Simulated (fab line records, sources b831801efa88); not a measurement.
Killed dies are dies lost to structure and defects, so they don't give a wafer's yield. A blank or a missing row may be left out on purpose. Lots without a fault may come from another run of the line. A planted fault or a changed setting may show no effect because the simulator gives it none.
A struck lot beside a sound one | flow sfq_line | 21 steps out of a route of 325
Sound: wafers L431.4, L431.5, L431.6. Struck: wafer L437.1. (L437.5 of the same lot was not struck and is left out.) The cause comes at the end.
At each step with rows: each side's tool, then ch and its chambers, then its first start. Under that, the readings that differ: sound wafers | struck wafers | difference of the means | sigmas: that difference in standard deviations of wafers without a fault.
alike: readings whose means differ by less than 2 such deviations, and words and numbers that are the same on both sides. not compared: withheld readings, readings that some wafer has no value for, bounds like >300 that may hide the same value, and numbers for which the record gives no deviation and whose values overlap.
The two part at a step that has a row with sigmas, a row that says differs or no value, or rows on one side only. Numbers that don't overlap but have no deviation are shown without sigmas and don't part them. A reading that every wafer of one side lacks parts them only if that side has two wafers or more.

SFQ_TRILAYER_I4_VIA_BARC_OPEN_VIA_ETCH_146: etches BARC in O2, target depth 125 nm, time 41.7 s.
  sound on rie_diel-02 ch 1,2, day 47 14:12; struck on rie_diel-02 ch 0, day 48 22:36
  alike: chamber_pressure_mTorr, drypump_motor_current_A, oes_product_au
  not compared: rf_hours_counter_h
then, 4 steps without rows for these wafers: SFQ_TRILAYER_I4_VIA_ETCH_VIA_ETCH_106 (etches SiO2 in CHF3, stops on Nb, target depth 260 nm); SFQ_TRILAYER_I4_VIA_STRIP_STRIP_107 (strips in O2); SFQ_TRILAYER_I4_VIA_STRIP_SOLV_CLEAN_108 (cleans in NMP, time 600 s); SFQ_TRILAYER_JJ_TRILAYER_DEP_PRE_CLEAN_113 (time 22.5 s).
SFQ_TRILAYER_JJ_TRILAYER_DEP_SPUTTER_109: material Nb, target thk 150 nm, time 100 s.
  sound on pvd_sputter-05, day 47 15:13; struck on pvd_sputter-06, day 48 23:34
  alike: throttle_valve_pct
SFQ_TRILAYER_JJ_TRILAYER_DEP_SPUTTER_110: material Al, target thk 8 nm, time 10 s.
  sound on pvd_sputter-05, day 47 15:16; struck on pvd_sputter-06, day 48 23:38
  alike: throttle_valve_pct
then, 1 step without rows for these wafers: SFQ_TRILAYER_JJ_TRILAYER_DEP_AL_OXIDATION_111 (oxidation time 600 s).
SFQ_TRILAYER_JJ_TRILAYER_DEP_SPUTTER_112: material Nb, target thk 170 nm, time 113.3 s.
  sound on pvd_sputter-05, day 47 16:19; struck on pvd_sputter-06, day 49 00:39
  alike: throttle_valve_pct
SFQ_JJ_RS_MEAS_929: measures by four-point-probe.
  sound on film_metro-01, day 47 16:25; struck on film_metro-03, day 49 00:44
  alike: JJ_NB_RS
then, 1 step without rows for these wafers: SFQ_TRILAYER_JJ_CE_LITHO_COAT_119 (resist thk 62 nm).
SFQ_TRILAYER_JJ_CE_LITHO_COAT_114: resist thk 600 nm.
  sound on litho_track-01 ch 0, day 47 16:59; struck on litho_track-04 ch 0, day 49 01:13
  reading                                                | sound             | struck | difference | sigmas
  model.KrF_of_TRILAYER_JJ_CE_LITHO_COAT_114.thk_nm (nm) | 598.3 597.8 597.6 | 549.8  | -48.1      |
  alike: chill_plate_temp_C, resist_line_temp_C
then, 4 steps without rows for these wafers: SFQ_TRILAYER_JJ_CE_LITHO_SOFTBAKE_118; SFQ_TRILAYER_JJ_CE_LITHO_EXPOSE_115 (exposes mask J5, target cd 700 nm); SFQ_TRILAYER_JJ_CE_LITHO_PEB_117 (peb time 60 s); SFQ_TRILAYER_JJ_CE_LITHO_DEVELOP_116 (time 60 s).
-- the record jumps here: 5 days lie between the struck wafers' starts before and after --
SFQ_JJ_OVL_MEAS_931:
  sound on overlay-01, day 53 05:47; struck on overlay-01, day 54 05:47
  alike: J5_OVL
then, 1 step without rows for these wafers: SFQ_TRILAYER_JJ_CE_METRO_MEASURE_117.
SFQ_TRILAYER_JJ_CE_BARC_OPEN_RIE_150: chemistry O2, target BARC, target depth 240 nm, time 80 s.
  sound on rie_metal-01 ch 0,1, day 53 07:02; struck on rie_metal-04 ch 1, day 54 07:01
  reading                        | sound                | struck | difference                   | sigmas
  chamber_pressure_mTorr (mTorr) | 10.019 10.019 10.012 | 9.991  | -0.026                       | -3
  rf_hours_counter_h (h)         | - - -                | 109    | no value on the sound wafers |
  alike: drypump_motor_current_A, oes_product_au
SFQ_TRILAYER_JJ_CE_ETCH_RIE_118: chemistry SF6, target Nb, stops on Al2O3, time 97.7 s, target depth 170 nm.
  sound on rie_metal-01 ch 0,1, day 53 07:08; struck on rie_metal-04 ch 1, day 54 07:06
  reading                                                | sound             | struck | difference                   | sigmas
  oes_product_au (a.u.)                                  | 0.985 0.995 0.979 | 1.001  | +0.015                       | +2
  rf_hours_counter_h (h)                                 | - - -             | 109    | no value on the sound wafers |
  model.KrF_of_TRILAYER_JJ_CE_LITHO_COAT_114.thk_nm (nm) | 476 474.5 473.9   | 426.6  | -48.2                        |
  alike: chamber_pressure_mTorr, drypump_motor_current_A
then, 1 step without rows for these wafers: SFQ_TRILAYER_JJ_ANODIZE_ANODIZE_119.

WHERE THEY PART
First at SFQ_TRILAYER_JJ_CE_BARC_OPEN_RIE_150; last, within this record, at SFQ_TRILAYER_JJ_CE_ETCH_RIE_118.

WHY: what the simulator had put in
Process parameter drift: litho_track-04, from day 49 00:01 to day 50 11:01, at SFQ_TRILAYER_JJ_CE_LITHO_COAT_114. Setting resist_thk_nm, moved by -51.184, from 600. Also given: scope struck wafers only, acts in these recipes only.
